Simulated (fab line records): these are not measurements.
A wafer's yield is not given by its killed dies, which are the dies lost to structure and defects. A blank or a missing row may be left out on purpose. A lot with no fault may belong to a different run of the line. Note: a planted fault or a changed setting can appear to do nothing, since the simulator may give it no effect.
Which tool was responsible?	flow gf180mcu	13 lots with 39 wafers sampled at 3 steps, on a route of 602 steps

== WHAT EACH GAUGE READ, for each wafer ==
GF_MIM_THK_MEAS_11: measures by xrf. Usual: MIM_ALCU_THK typically reads 197.7 nm, with standard deviation 2.
lot	measured	on	MIM_ALCU_THK (nm)	flag
L311	day 25 08:07	film-metro-03	201.8 199.7 200.4	
L312	day 25 14:58	film-metro-02	195.8 198.5 195.8	
L313	day 25 19:55	film-metro-03	200.2 199.5 199.6	
L314	day 26 05:38	film-metro-03	197.4 196.0 195.6	
L315	day 26 10:57	film-metro-02	198.4 198.6 198.1	
L318	day 27 14:26	film-metro-04	199.4 195.4 195.9	
L319	day 27 21:32	film-metro-03	197.5 199.9 200.2	
L324	day 29 08:54	film-metro-04	198.5 199.3 199.3	
L325	day 29 16:10	film-metro-03	193.4 190.7 194.5	
L326	day 29 21:08	film-metro-02	200.6 196.9 198.7	
L330	day 30 22:58	film-metro-02	198.1 198.9 197.7	
L333	day 31 19:13	film-metro-04	196.8 196.6 198.5	
L334	day 31 23:03	film-metro-03	199.7 195.7 194.0	

GF_V5_THK_MEAS_01. Usual: V5_CVD_00_THK typically reads 302 nm, with standard deviation 3.2.
lot	measured	on	V5_CVD_00_THK (nm)	flag
L311	day 27 03:50	film-metro-03	301 307 307	
L312	day 27 09:30	film-metro-03	301 298 297	
L313	day 27 14:54	film-metro-04	305 302 301	
L314	day 28 00:34	film-metro-03	306 304 305	
L315	day 28 05:15	film-metro-01	303 300 305	
L318	day 29 07:18	film-metro-01	300 299 303	
L319	day 29 14:07	film-metro-03	302 299 303	
L324	day 30 23:18	film-metro-03	301 300 304	
L325	day 31 06:37	film-metro-03	302 302 303	
L326	day 31 11:25	film-metro-03	304 302 303	
L330	day 32 10:28	film-metro-04	297 299 298	
L333	day 33 06:46	film-metro-01	306 309 303	
L334	day 33 12:19	film-metro-04	303 304 307	

== TOOL THAT RAN EACH LOT (tool first, then ch and the chambers of the sampled wafers, then the start) ==
lot	GF_MIM_SPUTTER_01
L311	pvd-sputter-02, day 25 07:41
L312	pvd-sputter-02, day 25 14:32
L313	pvd-sputter-04, day 25 19:29
L314	pvd-sputter-03, day 26 05:11
L315	pvd-sputter-03, day 26 10:30
L318	pvd-sputter-04, day 27 13:59
L319	pvd-sputter-03, day 27 21:05
L324	pvd-sputter-04, day 29 08:28
L325	pvd-sputter-04, day 29 15:44
L326	pvd-sputter-04, day 29 20:42
L330	pvd-sputter-02, day 30 22:32
L333	pvd-sputter-02, day 31 18:46
L334	pvd-sputter-04, day 31 22:37
- GF_MIM_SPUTTER_01: material TiN, target thk 30 nm, time 25 s.

== WHAT THE TOOLS THEMSELVES READ (means of the sampled wafers that have a number; where no wafer has one, the mark that the record gives instead) ==
GF_MIM_SPUTTER_01. Usual: 29.8 % for throttle-valve-pct, sd 1.1.
lot	tool	throttle-valve-pct (%)	flag
L311	pvd-sputter-02	30.7	
L312	pvd-sputter-02	28.8	
L313	pvd-sputter-04	29.5	
L314	pvd-sputter-03	30.1	
L315	pvd-sputter-03	30.1	
L318	pvd-sputter-04	30.6	
L319	pvd-sputter-03	29.3	
L324	pvd-sputter-04	30.1	
L325	pvd-sputter-04	30.9	
L326	pvd-sputter-04	29.4	
L330	pvd-sputter-02	30.3	
L333	pvd-sputter-02	30.7	
L334	pvd-sputter-04	30.9	

== THE ANSWER, worked out from the rows above alone ==
Rule: take the mean of a lot's wafers that have a number; if it is more than 3 standard deviations from the usual mean, the lot is off. Also off: a lot with no number at a reading for which 4 or more lots have one. Any other lot the step has rows for is counted as sound. After the gauges, taken in route order, come the tools' own readings; for these a lot's mean is taken, as printed above. At the first step where some lot is off, the reading lying furthest off is the one used; lots without a number count as furthest.
Across all readings shown, no lot is off: no conclusion can be drawn from this.

== WHAT THE SIMULATOR HAD INSERTED ==
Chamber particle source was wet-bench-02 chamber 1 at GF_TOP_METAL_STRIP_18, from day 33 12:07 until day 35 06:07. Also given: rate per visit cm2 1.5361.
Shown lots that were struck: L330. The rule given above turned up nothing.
